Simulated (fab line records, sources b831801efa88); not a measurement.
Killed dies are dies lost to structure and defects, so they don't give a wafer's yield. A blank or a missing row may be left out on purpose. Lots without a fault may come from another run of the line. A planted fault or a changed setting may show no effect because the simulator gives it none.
fab line records | flow sky130
record lots=6 wafers=18 last_day=50
route steps=708 shown METAL3@570 VIA3@573
lots that met no fault: from a run of the same line without faults
start_h: hours from the record's first day to the start of the lot's first wafer shown | wait_h: hours since the lot's step before | " the same as in the row above | L1.1+2: a row that stands for several wafers | - no value, or no start given | * or withheld: withheld | < > ~ a bound
route shown NAME@n: a module of which the file shows steps, and the number in the route of the first | usual: mean/standard deviation of fault-free wafers | same: alike in all rows | chamber/n: place in a boat | sites: the reading at each site | _std_site: their standard deviation | _edge_site: outer sites' mean less inner sites' | radius_mm: how far each site lies from the wafer's centre | mask NAME#n: copy n | behind: the tool/chamber that last shaped the wafer | hold: why the lot was held/for how many hours/how that ended | device: the transistor (n, p or np) that didn't switch | end of line: the same wafers' tests at the end of the route | a step without rows: its recipe alone | killed: dies lost to structure and defects at the first sort, not the wafer's yield | map: a wafer's dies, x killed, . not, _ none there
set.NAME: the setting as run; set.NAME@STEP: as run at that earlier step | model.NAME: the simulator's own value behind a step, which no gauge read
lots at some steps of the route; a table a step, a row a wafer
services: from which hour (start_h, from the record's first day; less than 0 if before it) a tool's chamber was out of use, for how many hours, and why
## steps
# step SKY_METAL3_STRIP_20
# recipe chemistry=post_etch_residue_remover time_s=1200 temp_c=72.5
# step SKY_METAL3_CLEAN_21
# recipe chemistry=IPA time_s=180 temp_c=25
# step SKY_METAL3_CLEAN_22
# recipe chemistry=O3/DIW dry=n2_spin
# step SKY_VIA3_HDPCVD_00
# recipe material=SiO2 target_thk_nm=1635 sigma_open_frac=0.3 time_s=272.5 temp_c=400 sih4_flow_sccm=60 pressure_mtorr=6
# step SKY_VIA3_THK_MEAS_01
# recipe reads=SiO2_of_VIA3_HDPCVD_00
# usual VIA3_HDPCVD_THK=1638/15
# columns lot.wafer tool chamber start_h wait_h VIA3_HDPCVD_THK[nm]
L836.2 film_metro-01 - 984.85 0.1 1645
L836.5 " - " " 1630
L836.6 " - " " 1659
L838.3 film_metro-02 - 1003.30 0.1 1620
L838.5 " - " " 1654
L838.6 " - " " 1617
L841.1 film_metro-04 - 1020.26 0.1 1631
L841.5 " - " " 1636
L841.6 " - " " 1656
L843.1 film_metro-01 - 1035.80 0.1 1642
L843.3 " - " " 1643
L843.4 " - " " 1640
L847.2 film_metro-01 - 1054.10 0.2 1627
L847.4 " - " " 1637
L847.5 " - " " 1636
L848.3 film_metro-01 - 1058.01 0.1 1619
L848.5 " - " " 1627
L848.6 " - " " 1615
# step SKY_VIA3_CMP_02
# recipe material=SiO2 down_force_psi=4 platen_rpm=60 pad_velocity_m_s=0.94248
# usual motor_current_A=11.6/0.9 platen_rpm=60.00/0.042 slurry_flow_ml_min=150.0/0.46
# columns lot.wafer tool chamber start_h wait_h motor_current_A platen_rpm slurry_flow_ml_min
L836.2 cmp-01 2 985.15 0.3 12.2 59.96 150.4
L836.6 " 3 " " 12.4 60.00 150.0
L836.5 " 0 " " 12.2 60.04 150.1
L838.3 cmp-02 3 1003.49 0.2 11.5 60.00 150.4
L838.5 " 0 " " 10.8 59.97 149.6
L838.6 " 1 " " 11.2 59.99 149.8
L841.1 cmp-01 2 1020.47 0.2 12.7 59.95 150.3
L841.5 " 3 " " 12.5 60.01 150.4
L841.6 " 0 " " 11.8 59.99 150.4
L843.3 cmp-01 0 1035.86 0.0 11.8 60.03 149.2
L843.1 " 2 " " 12.6 59.97 150.0
L843.4 " 3 " " 11.8 60.01 150.3
L847.4 cmp-01 0 1054.25 0.1 11.7 59.95 149.3
L847.2 " 1 " " 11.0 60.01 150.4
L847.5 " 3 " " 11.9 59.93 149.6
L848.3 cmp-02 3 1058.10 0.1 12.0 60.02 151.0
L848.5 " 2 " " 9.7 60.05 149.8
L848.6 " 3 " " 11.6 59.99 150.2
# step SKY_VIA3_BOW_MEAS_03
# recipe mode=bow
# usual VIA3_BOW=80/8
# columns lot.wafer tool chamber start_h wait_h VIA3_BOW[um]
L836.2 film_metro-01 - 985.32 0.1 76
L836.5 " - " " 75
L836.6 " - " " 73
L838.3 film_metro-04 - 1003.68 0.1 90
L838.5 " - " " 97
L838.6 " - " " 100
L841.1 film_metro-01 - 1020.62 0.1 62
L841.5 " - " " 78
L841.6 " - " " 79
L843.1 film_metro-04 - 1036.16 0.1 73
L843.3 " - " " 81
L843.4 " - " " 84
L847.2 film_metro-02 - 1054.47 0.1 80
L847.4 " - " " 86
L847.5 " - " " 72
L848.3 film_metro-01 - 1058.39 0.2 83
L848.5 " - " " 78
L848.6 " - " " 79
# step SKY_VIA3_DEHYDRATE_04
# recipe temp_c=200 time_s=60
# step SKY_VIA3_HMDS_05
# recipe prime_time_s=60 prime_temp_c=120
# step SKY_VIA3_COAT_06
# recipe resist=BARC temp_c=withheld time_s=withheld spin_rpm=3000 resist_thk_nm=60
# step SKY_VIA3_COAT_07
# recipe resist=KrF-thick spin_rpm=3000 resist_thk_nm=450
# step SKY_VIA3_SOFTBAKE_08
# recipe temp_c=100 time_s=90 resist=KrF-thick
# step SKY_VIA3_EXPOSE_09
# recipe mask_id=VIM3 na=0.8 source_shape=annular sigma_inner=0.55 sigma_outer=0.85 target_cd_nm=200 dose_mj=38
# usual exposure_dose_mJ_cm2=37.95/0.055 focus_offset_nm=0.1/0.51 na=0.8/0
# columns lot.wafer tool chamber start_h wait_h mask exposure_dose_mJ_cm2 focus_offset_nm na
L836.2 krf_scanner-01 0 997.63 - VIM3#0 38.00 1.2 0.8
L836.5 " 0 " " VIM3#0 38.00 0.7 0.8
L836.6 " 0 " " VIM3#0 38.02 0.4 0.8
L838.3 krf_scanner-01 0 1014.95 - VIM3#0 37.96 0.1 0.8
L838.5 " 0 " " VIM3#0 37.99 0.0 0.8
L838.6 " 0 " " VIM3#0 37.96 0.0 0.8
L841.1 krf_scanner-02 - 1032.21 - VIM3#0 - - -
L841.5 " - " " VIM3#0 - - -
L841.6 " - " " VIM3#0 - - -
L843.1 krf_scanner-01 - 1047.96 - VIM3#0 - - -
L843.3 " - " " VIM3#0 - - -
L843.4 " - " " VIM3#0 - - -
L847.2 krf_scanner-02 0 1065.76 - VIM3#0 37.94 -0.1 0.8
L847.4 " 0 " " VIM3#0 37.89 0.2 0.8
L847.5 " 0 " " VIM3#0 37.86 0.2 0.8
L848.3 krf_scanner-01 0 1069.10 - VIM3#0 38.04 -0.3 0.8
L848.5 " 0 " " VIM3#0 37.99 0.1 0.8
L848.6 " 0 " " VIM3#0 38.02 0.5 0.8
# step SKY_VIA3_PEB_10
# recipe peb_temp_c=withheld peb_time_s=withheld resist=KrF-thick
## services
# columns tool chamber start_h hours kind
krf_scanner-02 - 965.52 1.3 pm
krf_scanner-01 - 966.86 0.8 pm
krf_scanner-01 - 974.67 4.0 pm
cmp-02 - 982.77 2.4 repair
krf_scanner-01 - 986.35 0.9 repair
cmp-01 - 992.93 3.7 pm
krf_scanner-01 - 1004.13 1.0 pm
cmp-02 - 1013.33 3.2 repair
cmp-02 - 1033.50 0.3 repair
krf_scanner-02 - 1034.84 0.8 pm
krf_scanner-02 0 1043.21 - calibration
krf_scanner-01 - 1052.35 0.6 repair
cmp-01 - 1057.07 0.8 repair
## key
first_sign step=SKY_VIA3_EXPOSE_09 reading=tool_record direction=missing
effect none on later readings
met_at SKY_VIA3_EXPOSE_09
struck_wafers L841.1,L841.5,L841.6,L843.1,L843.3,L843.4
later_rows_left_out L841.1,L841.5,L841.6,L843.1,L843.3,L843.4
sort_left_out L841.1,L841.5,L841.6,L843.1,L843.3,L843.4
onset_between 1014.95 1032.21
fault kind=skipped_step_whole tool=krf_scanner-01,krf_scanner-02 chamber=- onset_h=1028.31 steps=SKY_VIA3_EXPOSE_09 scope=struck_lots_only
# sort_left_out: the simulated sort isn't trusted on such a fault, so these wafers' sort isn't shown, and their yield isn't known
# later_rows_left_out: the simulator's readings of these wafers behind a module that went badly wrong aren't trusted and aren't shown, but for the sort
